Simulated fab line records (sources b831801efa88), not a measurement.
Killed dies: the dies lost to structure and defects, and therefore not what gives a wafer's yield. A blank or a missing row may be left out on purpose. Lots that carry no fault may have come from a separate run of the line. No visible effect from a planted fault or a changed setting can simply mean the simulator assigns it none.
A lot that was struck, set against a sound lot :: flow sky130 :: 44 steps out of a route of 708
Sound: wafers L131.1, L131.4, L131.6. Struck: wafer L140.4. (L140.2, L140.6 of the same lot were not struck and are left out.) The cause comes at the end.
Order at every step that has rows: each side's tool, ch and its chambers, its first start. Under that, the readings that differ: sound wafers :: struck wafers :: difference of the means :: sigmas: that difference in standard deviations of wafers without a fault.
alike: a reading whose means differ by less than 2 such deviations, as well as words and numbers matching on both sides. not compared: withheld readings; readings where some wafer has no value; bounds like >300 that might hide an equal value; numbers whose values overlap and for which the record gives no deviation.
Wherever a step has rows on one side only, a row that says differs or no value, or a row with sigmas, the two part there. Numbers that have no deviation but don't overlap get no sigmas and don't part them. Lack of a reading on every wafer of one side parts them only where that side has two or more wafers.

first, 5 steps without rows for these wafers: SKY_VIA3_ETCH_15 (etches SiO2 in C4F8/O2/Ar, stops on TiN, target depth 507 nm, time 78 s); SKY_VIA3_STRIP_16 (strips in O2/N2); SKY_VIA3_STRIP_17 (strips in post etch residue remover, time 1200 s); SKY_VIA3_CLEAN_18 (cleans in IPA, time 180 s); SKY_VIA3_CLEAN_19 (cleans in O3/DIW).
SKY_VIA3_SPUTTER_20: material TiN, target thk 20 nm, time 80 s.
  sound on pvdSputter-04 at day 41 08:46; struck on pvdSputter-02 at day 43 16:30
  alike: throttleValvePct
then, 1 step without rows for these wafers: SKY_VIA3_CVD_21 (deposits W, target thk 390 nm, time 117.31 s).
SKY_VIA3_RS_MEAS_22: measurement is done with a four-point probe.
  sound on filmMetro-01 at day 41 08:56; struck on filmMetro-01 at day 43 16:42
  alike: VIA3_W_RS
SKY_VIA3_THK_MEAS_23: measures by xrf.
  sound on filmMetro-01 at day 41 09:04; struck on filmMetro-01 at day 43 16:49
  alike: VIA3_W_THK
then, 3 steps without rows for these wafers: SKY_VIA3_CMP_24 (polishes, stops on SiO2, t overpolish 20 s, target thk 0 nm); SKY_METAL4_SPUTTER_00 (material Ti, target thk 15 nm, time 10 s); SKY_METAL4_SPUTTER_01 (material TiN, target thk 20 nm, time 16.7 s).
SKY_METAL4_SPUTTER_02: material AlCu, target thk 735 nm, time 39.1 s.
  sound on pvdSputter-01 at day 41 09:28; struck on pvdSputter-04 at day 43 17:13
reading: model.AlCu_of_METAL4_SPUTTER_02.thkNm (nm)
sound: 723.1 724.5 729.6
struck: 877.7
difference: +152.0
sigmas: 
  alike: throttleValvePct
SKY_METAL4_SPUTTER_03: material Ti, target thk 5 nm, time 3.3 s.
  sound on pvdSputter-01 at day 41 09:31; struck on pvdSputter-04 at day 43 17:15
  alike: throttleValvePct
SKY_METAL4_SPUTTER_04: material TiN, target thk 70 nm, time 58.3 s.
  sound on pvdSputter-01 at day 41 09:32; struck on pvdSputter-04 at day 43 17:16
  alike: throttleValvePct
then, 1 step without rows for these wafers: SKY_CAP2M_CVD_00 (deposits SiO2, target thk 15.5 nm).
SKY_CAP2M_THK_MEAS_01:
  sound on filmMetro-02 at day 41 09:36; struck on filmMetro-04 at day 43 17:21
  alike: CAP2M_CVD_00_THK
then, 1 step without rows for these wafers: SKY_CAP2M_SPUTTER_02 (material TiN, target thk 200 nm, time 166.7 s).
SKY_CAP2M_RS_MEAS_03: measurement is done with a four-point probe.
  sound on filmMetro-03 at day 41 09:46; struck on filmMetro-03 at day 43 17:32
reading: CAP2M_TIN_RS (ohm/sq)
sound: 6.69 7.05 7.03
struck: 7.14
difference: +0.22
sigmas: +2
SKY_CAP2M_THK_MEAS_04: measures by xrf.
  sound on filmMetro-03 at day 41 09:53; struck on filmMetro-03 at day 43 17:38
  alike: CAP2M_TIN_THK
then, 7 steps without rows for these wafers: SKY_CAP2M_DEHYDRATE_05 (time 60 s); SKY_CAP2M_HMDS_06 (prime time 60 s); SKY_CAP2M_COAT_07 (resist thk 1140 nm); SKY_CAP2M_SOFTBAKE_08 (time 60 s); SKY_CAP2M_EXPOSE_09 (exposes mask CAP2M, target cd 1000 nm); SKY_CAP2M_PEB_10; SKY_CAP2M_DEVELOP_11 (develop time 60 s).
SKY_CAP2M_OVL_MEAS_12:
  sound on overlay-02 at day 42 09:59; struck on overlay-02 at day 44 15:31
  alike: CAP2M_OVL
SKY_CAP2M_METAL_ETCH_13: etches TiN in Cl2/BCl3, stops on SiO2, target depth 220 nm, time 62.9 s.
  sound on rieMetal-02 ch 0,1, day 42 10:01; struck on rieMetal-03 ch 1, day 44 15:32
reading: chamberPressureMTorr (mTorr)
sound: 9.999 10.028 10.007
struck: 9.991
difference: -0.020
sigmas: -2

reading: throttleValvePct (%)
sound: 21.893 21.919 21.902
struck: 21.927
difference: +0.022
sigmas: +2
  alike: drypumpMotorCurrentA, oesProductAu
  not compared: rfHoursCounterH
SKY_CAP2M_STRIP_14: strips in O2/N2.
  sound on plasmaAsher-01 ch 0, day 42 10:05; struck on plasmaAsher-01 ch 0, day 44 15:37
  alike: chamberPressureMTorr, drypumpMotorCurrentA, oesProductAu, stripTimeToEndpointS
  not compared: rfHoursCounterH
then, 11 steps without rows for these wafers: SKY_CAP2M_STRIP_15 (strips in post etch residue remover, time 1200 s); SKY_CAP2M_CLEAN_16 (cleans in IPA, time 180 s); SKY_CAP2M_CLEAN_17 (cleans in O3/DIW); SKY_METAL4_DEHYDRATE_05 (time 60 s); SKY_METAL4_HMDS_06 (prime time 60 s); SKY_METAL4_COAT_07 (resist thk 60 nm); SKY_METAL4_COAT_08 (resist thk 1140 nm); SKY_METAL4_SOFTBAKE_09 (time 90 s); SKY_METAL4_EXPOSE_10 (exposes mask MM4, target cd 300 nm); SKY_METAL4_PEB_11; SKY_METAL4_DEVELOP_12 (develop time 60 s).
SKY_METAL4_CD_MEAS_13: target cd 300 nm.
  sound on cdSem-02 at day 43 10:17; struck on cdSem-02 at day 45 13:06
  alike: cdNm
SKY_METAL4_METAL_ETCH_18: etches the open film in Cl2/BCl3, stops on SiO2, target depth 845 nm, time 183.1 s.
  sound on rieMetal-04 ch 0,1, day 43 10:35; struck on rieMetal-01 ch 0, day 45 13:23
reading: oesProductAu (a.u.)
sound: 0.858 0.865 0.859
struck: 0.954
difference: +0.093
sigmas: +14
  alike: chamberPressureMTorr, drypumpMotorCurrentA, throttleValvePct
  not compared: rfHoursCounterH
-- the record jumps here: 4 days lie between the struck wafers' starts before and after (it left off in module METAL4 and takes up again in module PAD_OPEN, whose first step shown is number 708 of the route) --
SKY_PAD_OPEN_PROBE_99:
  sound on prober-01 at day 47 09:07; struck on prober-02 at day 49 04:19
reading: model.etest.met4.lineOhmUm
sound: 0.1378 0.1425 0.1381
struck: 0.1182
difference: -0.0213
sigmas: 

reading: model.etest.met4.rsOhmSq
sound: 0.04304 0.04317 0.04319
struck: 0.03548
difference: -0.00765
sigmas: 
  alike: defectLimitedYield, killed_at_M0_to_M3, killed_at_M4_up, killedAtContacts, killedAtFrontEnd, killedAtOther, killedDies, killedOpen, killedShort, sort_bin_3_pad_short, sort_bin_5_function, sort_bin_6_memory, sortNPass, sortYieldPct

## WHERE THEY PART
Last at SKY_METAL4_METAL_ETCH_18 as far as this record goes, first at SKY_CAP2M_RS_MEAS_03. Later steps at which nothing parts them and some readings are alike: SKY_PAD_OPEN_PROBE_99.

WHY: the cause the simulator had injected
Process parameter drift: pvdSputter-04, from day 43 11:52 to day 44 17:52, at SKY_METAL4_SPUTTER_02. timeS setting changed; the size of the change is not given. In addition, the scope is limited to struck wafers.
